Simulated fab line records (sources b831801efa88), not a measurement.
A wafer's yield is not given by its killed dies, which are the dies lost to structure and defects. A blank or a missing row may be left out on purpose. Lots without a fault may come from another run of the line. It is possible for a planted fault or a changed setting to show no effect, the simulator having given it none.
Which tool did it? -- flow sky130 -- 36 wafers from 12 lots sampled at 5 of the route's 708 steps

## WHAT THE GAUGES READ, wafer by wafer
SKY_VT_ADJUST_HVTP_TW_MEAS_11.
lot,measured,on,VT_ADJUST_HVTP_TW
L375,day 5 23:46,filmMetro-01,1368 1374 1372
L376,day 6 08:12,filmMetro-03,1355 1353 1352
L379,day 7 01:53,filmMetro-02,1361 1366 1371
L381,day 7 15:22,filmMetro-01,1361 1366 1362
L384,day 8 11:22,filmMetro-03,1356 1355 1351
L385,day 8 16:15,filmMetro-03,1362 1358 1354
L387,day 9 09:53,filmMetro-01,1371 1378 1384
L394,day 11 11:33,filmMetro-02,1377 1371 1377
L395,day 11 17:40,filmMetro-02,1369 1372 1373
L396,day 11 22:11,filmMetro-03,1351 1347 1351
L398,day 12 01:53,filmMetro-01,1355 1358 1366
L397,day 12 02:25,filmMetro-02,1369 1373 1371

SKY_VT_ADJUST_NCORE_TW_MEAS_11.
lot,measured,on,VT_ADJUST_NCORE_TW
L375,day 8 10:12,filmMetro-03,219.9 219.7 219.1
L376,day 8 20:41,filmMetro-03,219.8 219.9 221.6
L379,day 9 17:56,filmMetro-04,216.3 217.0 217.3
L381,day 10 08:58,filmMetro-01,220.4 219.8 218.9
L384,day 11 06:59,filmMetro-03,229.3 229.0 231.0
L385,day 11 12:32,filmMetro-01,231.2 230.8 230.5
L387,day 12 08:38,filmMetro-04,218.8 218.5 219.5
L394,day 14 16:02,filmMetro-04,220.7 219.2 218.4
L395,day 14 23:17,filmMetro-04,219.2 219.0 219.8
L396,day 15 01:38,filmMetro-01,221.3 222.6 221.4
L398,day 15 07:14,filmMetro-03,219.2 218.3 218.7
L397,day 15 07:19,filmMetro-04,218.3 219.0 220.4

## WHAT TOOL EACH LOT RAN ON (gives the tool, then ch and the chambers of the sampled wafers, and finally the start)
lot,SKY_VT_ADJUST_HVTP_STRIP_10,SKY_VT_ADJUST_LVTN_STRIP_20,SKY_VT_ADJUST_NCORE_IMPLANT_09
L375,"plasmaAsher-03 ch 0,1, day 5 23:39","plasmaAsher-03 ch 0,1, day 7 13:32","implanter-01 ch 0, day 8 09:58"
L376,"plasmaAsher-02 ch 0,1, day 6 08:05","plasmaAsher-03 ch 0,1, day 7 22:53","implanter-04 ch 0, day 8 20:27"
L379,"plasmaAsher-03 ch 0,1, day 7 01:47","plasmaAsher-04 ch 0,1, day 8 19:38","implanter-02 ch 0, day 9 17:41"
L381,"plasmaAsher-04 ch 0,1, day 7 15:16","plasmaAsher-01 ch 0,1, day 9 10:04","implanter-02 ch 0, day 10 08:44"
L384,"plasmaAsher-03 ch 0,1, day 8 11:15","plasmaAsher-01 ch 0, day 10 07:31","implanter-02 ch 0, day 11 06:45"
L385,"plasmaAsher-04 ch 0,1, day 8 16:09","plasmaAsher-03 ch 0,1, day 10 12:43","implanter-02 ch 0, day 11 12:17"
L387,"plasmaAsher-04 ch 0,1, day 9 09:47","plasmaAsher-04 ch 0,1, day 11 08:34","implanter-04 ch 0, day 12 08:23"
L394,"plasmaAsher-02 ch 0,1, day 11 11:27","plasmaAsher-04 ch 0,1, day 13 12:59","implanter-01 ch 0, day 14 15:47"
L395,"plasmaAsher-03 ch 0,1, day 11 17:34","plasmaAsher-04 ch 0,1, day 13 20:34","implanter-04 ch 0, day 14 23:04"
L396,"plasmaAsher-04 ch 0,1, day 11 22:05","plasmaAsher-03 ch 0,1, day 13 23:10","implanter-04 ch 0, day 15 01:23"
L398,"plasmaAsher-03 ch 1, day 12 01:47","plasmaAsher-01 ch 0,1, day 14 04:37","implanter-04 ch 0, day 15 06:59"
L397,"plasmaAsher-02 ch 0,1, day 12 02:18","plasmaAsher-03 ch 0,1, day 14 04:46","implanter-02 ch 0, day 15 07:04"
- SKY_VT_ADJUST_HVTP_STRIP_10: strips in O2/N2.
- SKY_VT_ADJUST_LVTN_STRIP_20: strips in O2/N2.
- SKY_VT_ADJUST_NCORE_IMPLANT_09

## WHAT THE TOOLS THEMSELVES READ (means of the sampled wafers that have a number; where no wafer has one, the mark that the record gives instead)
SKY_VT_ADJUST_HVTP_STRIP_10.
lot,tool,drypumpMotorCurrentA (A),oesProductAu (a.u.),stripTimeToEndpointS (s)
L375,plasmaAsher-03,6.30,0.710,14.29
L376,plasmaAsher-02,5.71,0.714,14.25
L379,plasmaAsher-03,6.28,0.714,14.26
L381,plasmaAsher-04,6.13,0.713,14.28
L384,plasmaAsher-03,6.17,0.715,14.21
L385,plasmaAsher-04,6.05,0.713,14.24
L387,plasmaAsher-04,6.04,0.719,14.26
L394,plasmaAsher-02,5.63,0.714,14.28
L395,plasmaAsher-03,6.16,0.711,14.22
L396,plasmaAsher-04,6.13,0.720,14.27
L398,plasmaAsher-03,6.02,0.719,14.28
L397,plasmaAsher-02,5.64,0.718,14.24

SKY_VT_ADJUST_LVTN_STRIP_20.
lot,tool,drypumpMotorCurrentA (A),oesProductAu (a.u.),stripTimeToEndpointS (s)
L375,plasmaAsher-03,6.28,0.708,14.20
L376,plasmaAsher-03,6.29,0.717,14.21
L379,plasmaAsher-04,6.13,0.714,14.19
L381,plasmaAsher-01,5.74,0.717,14.20
L384,plasmaAsher-01,5.59,0.716,14.12
L385,plasmaAsher-03,6.14,0.718,14.14
L387,plasmaAsher-04,6.06,0.718,14.09
L394,plasmaAsher-04,6.05,0.719,14.19
L395,plasmaAsher-04,6.05,0.719,14.27
L396,plasmaAsher-03,6.15,0.718,14.24
L398,plasmaAsher-01,5.74,0.718,14.16
L397,plasmaAsher-03,6.14,0.720,14.11

SKY_VT_ADJUST_NCORE_IMPLANT_09.
lot,tool,beamEnergyKeV
L375,implanter-01,9.999
L376,implanter-04,10.002
L379,implanter-02,10.001
L381,implanter-02,9.996
L384,implanter-02,12.405
L385,implanter-02,12.403
L387,implanter-04,10.001
L394,implanter-01,10.000
L395,implanter-04,10.002
L396,implanter-04,9.996
L398,implanter-04,10.000
L397,implanter-02,9.998

## THE ANSWER, worked out from the rows above alone
Rule: the usual values come from the lots themselves. The widest of any qualifying gaps counts: lots, ordered by their means at a reading, are off when they make up no more than a third of the lots, leave a main group of 4 or more, and stand apart from it by 3 or more times the standard deviation of that group's means. Not used: any main group whose means are identical at the precision the tables above print for the reading. A lot without any number at a reading at which 4 lots or more have one is off too. All remaining lots with rows at the step are treated as sound. The gauges are gone through in route order, then the tools' own readings, and for those a lot's mean is taken as printed above. At the first step where some lot is off, the reading lying furthest off is the one used; lots without a number count as furthest.
Off: at SKY_VT_ADJUST_NCORE_TW_MEAS_11 (VT_ADJUST_NCORE_TW), L384, L385. The main group has a mean of 219.4 with a standard deviation of 1.2.
If a tool, at a process step before that reading, ran all the lots that are off and no sound lot after the first of them, it fits. The gauges at SKY_VT_ADJUST_NCORE_TW_MEAS_11 aren't tried: what is off there is off at SKY_VT_ADJUST_NCORE_IMPLANT_09 too, on other tools, and a gauge's error can't cause that. No candidate that was tried fits.

## WHAT WAS PUT IN BY THE SIMULATOR
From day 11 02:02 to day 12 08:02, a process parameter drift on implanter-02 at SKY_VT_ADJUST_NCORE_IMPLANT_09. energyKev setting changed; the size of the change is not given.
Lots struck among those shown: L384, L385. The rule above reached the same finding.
